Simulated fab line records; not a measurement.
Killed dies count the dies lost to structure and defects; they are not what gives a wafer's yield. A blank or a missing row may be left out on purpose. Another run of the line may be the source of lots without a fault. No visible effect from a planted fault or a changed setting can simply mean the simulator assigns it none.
The tool behind it: which one? :: flow gf180mcu :: 11 lots with 33 wafers sampled at 3 steps, on a route of 602 steps

WHAT THE GAUGES READ, wafer by wafer
GF_M4_OVL_MEAS_15. Usual: for M4_OVL the level is -1 nm and the standard deviation is 5.5.
lot: L366
measured: day 23 08:43
on: overlay-02
M4_OVL (nm): 1 3 2
flag: 

lot: L367
measured: day 24 00:46
on: overlay-02
M4_OVL (nm): 4 6 3
flag: 

lot: L369
measured: day 24 17:01
on: overlay-01
M4_OVL (nm): -4 -8 -11
flag: 

lot: L370
measured: day 25 07:45
on: overlay-01
M4_OVL (nm): 4 5 1
flag: 

lot: L372
measured: day 25 15:21
on: overlay-01
M4_OVL (nm): -6 -4 -8
flag: 

lot: L373
measured: day 25 23:22
on: overlay-02
M4_OVL (nm): -1 2 0
flag: 

lot: L376
measured: day 27 00:28
on: overlay-01
M4_OVL (nm): -5 -2 -2
flag: 

lot: L378
measured: day 27 12:13
on: overlay-01
M4_OVL (nm): -1 -2 0
flag: 

lot: L380
measured: day 28 08:40
on: overlay-02
M4_OVL (nm): 11 3 11
flag: 

lot: L384
measured: day 29 08:07
on: overlay-01
M4_OVL (nm): 0 -7 0
flag: 

lot: L385
measured: day 29 17:05
on: overlay-02
M4_OVL (nm): 5 10 8
flag: 

TOOL THAT RAN EACH LOT (tool first, then ch and the chambers of the sampled wafers, then the start)
lot: L366
GF_M4_SPUTTER_03: pvd_sputter-02, day 22 09:06
GF_M4_COAT_09: litho_track-04 ch 0, day 22 20:51

lot: L367
GF_M4_SPUTTER_03: pvd_sputter-02, day 23 02:22
GF_M4_COAT_09: litho_track-02 ch 0, day 23 13:05

lot: L369
GF_M4_SPUTTER_03: pvd_sputter-01, day 23 18:37
GF_M4_COAT_09: litho_track-04 ch 0, day 24 05:42

lot: L370
GF_M4_SPUTTER_03: pvd_sputter-02, day 24 09:34
GF_M4_COAT_09: litho_track-02 ch 0, day 24 20:21

lot: L372
GF_M4_SPUTTER_03: pvd_sputter-02, day 24 17:52
GF_M4_COAT_09: litho_track-01 ch 0, day 25 04:32

lot: L373
GF_M4_SPUTTER_03: pvd_sputter-02, day 25 02:10
GF_M4_COAT_09: litho_track-01 ch 0, day 25 12:27

lot: L376
GF_M4_SPUTTER_03: pvd_sputter-01, day 26 03:01
GF_M4_COAT_09: litho_track-02 ch 0, day 26 13:38

lot: L378
GF_M4_SPUTTER_03: pvd_sputter-03, day 26 15:46
GF_M4_COAT_09: litho_track-02 ch 0, day 27 01:50

lot: L380
GF_M4_SPUTTER_03: pvd_sputter-03, day 27 12:46
GF_M4_COAT_09: litho_track-02 ch 0, day 27 23:02

lot: L384
GF_M4_SPUTTER_03: pvd_sputter-02, day 28 13:01
GF_M4_COAT_09: litho_track-04 ch 0, day 28 22:31

lot: L385
GF_M4_SPUTTER_03: pvd_sputter-02, day 28 21:37
GF_M4_COAT_09: litho_track-01 ch 0, day 29 07:06
- GF_M4_SPUTTER_03: material Ti, target thk 10 nm, time 6.7 s.
- GF_M4_COAT_09: resist thk 1000 nm.

WHAT THE TOOLS THEMSELVES READ (means of the sampled wafers that have a number; where no wafer has one, the mark that the record gives instead)
GF_M4_SPUTTER_03. Usual: cathode_dc_power_W 3000.0 W, standard deviation 0.56; throttle_valve_pct 30.3 %, standard deviation 1.1.
lot: L366
tool: pvd_sputter-02
cathode_dc_power_W (W): 2999.5
throttle_valve_pct (%): 31.1
flag: 

lot: L367
tool: pvd_sputter-02
cathode_dc_power_W (W): 2999.7
throttle_valve_pct (%): 29.9
flag: 

lot: L369
tool: pvd_sputter-01
cathode_dc_power_W (W): 3000.2
throttle_valve_pct (%): 30.9
flag: 

lot: L370
tool: pvd_sputter-02
cathode_dc_power_W (W): 2999.8
throttle_valve_pct (%): 30.3
flag: 

lot: L372
tool: pvd_sputter-02
cathode_dc_power_W (W): 3000.5
throttle_valve_pct (%): 29.9
flag: 

lot: L373
tool: pvd_sputter-02
cathode_dc_power_W (W): 3000.1
throttle_valve_pct (%): 30.7
flag: 

lot: L376
tool: pvd_sputter-01
cathode_dc_power_W (W): 2999.5
throttle_valve_pct (%): 28.8
flag: 

lot: L378
tool: pvd_sputter-03
cathode_dc_power_W (W): 2999.8
throttle_valve_pct (%): 30.0
flag: 

lot: L380
tool: pvd_sputter-03
cathode_dc_power_W (W): 2999.5
throttle_valve_pct (%): 30.0
flag: 

lot: L384
tool: pvd_sputter-02
cathode_dc_power_W (W): 2999.8
throttle_valve_pct (%): 31.1
flag: 

lot: L385
tool: pvd_sputter-02
cathode_dc_power_W (W): 3000.1
throttle_valve_pct (%): 30.8
flag: 

GF_M4_COAT_09. Usual: exhaust_pa 45.2 Pa, standard deviation 0.88; resist_line_temp_C 23.00 C, standard deviation 0.11.
lot: L366
tool: litho_track-04
exhaust_pa (Pa): 44.5
resist_line_temp_C (C): 23.01
flag: 

lot: L367
tool: litho_track-02
exhaust_pa (Pa): 44.2
resist_line_temp_C (C): 23.21
flag: 

lot: L369
tool: litho_track-04
exhaust_pa (Pa): 45.9
resist_line_temp_C (C): 22.99
flag: 

lot: L370
tool: litho_track-02
exhaust_pa (Pa): 46.5
resist_line_temp_C (C): 23.08
flag: 

lot: L372
tool: litho_track-01
exhaust_pa (Pa): 45.7
resist_line_temp_C (C): 23.09
flag: 

lot: L373
tool: litho_track-01
exhaust_pa (Pa): 46.3
resist_line_temp_C (C): 23.00
flag: 

lot: L376
tool: litho_track-02
exhaust_pa (Pa): 45.1
resist_line_temp_C (C): 22.85
flag: 

lot: L378
tool: litho_track-02
exhaust_pa (Pa): 44.7
resist_line_temp_C (C): 22.92
flag: 

lot: L380
tool: litho_track-02
exhaust_pa (Pa): 45.9
resist_line_temp_C (C): 22.90
flag: 

lot: L384
tool: litho_track-04
exhaust_pa (Pa): 45.6
resist_line_temp_C (C): 23.05
flag: 

lot: L385
tool: litho_track-01
exhaust_pa (Pa): 44.7
resist_line_temp_C (C): 23.10
flag: 

THE ANSWER, worked out from the rows above alone
Rule: a lot counts as off when the mean over its wafers that have a number is more than 3 standard deviations away from the usual mean. A lot without any number at a reading at which 4 lots or more have one is off too. Where the step has rows for the other lots, those lots are counted as sound. First the gauges in route order, then the tools' own readings, where a lot's mean is used as printed above. The first step at which some lot is off is used, and at that step the reading that is off furthest; a lot without a number counts as furthest.
No lot is off at any reading shown: from this, nothing can be told.

WHAT WAS PUT IN BY THE SIMULATOR
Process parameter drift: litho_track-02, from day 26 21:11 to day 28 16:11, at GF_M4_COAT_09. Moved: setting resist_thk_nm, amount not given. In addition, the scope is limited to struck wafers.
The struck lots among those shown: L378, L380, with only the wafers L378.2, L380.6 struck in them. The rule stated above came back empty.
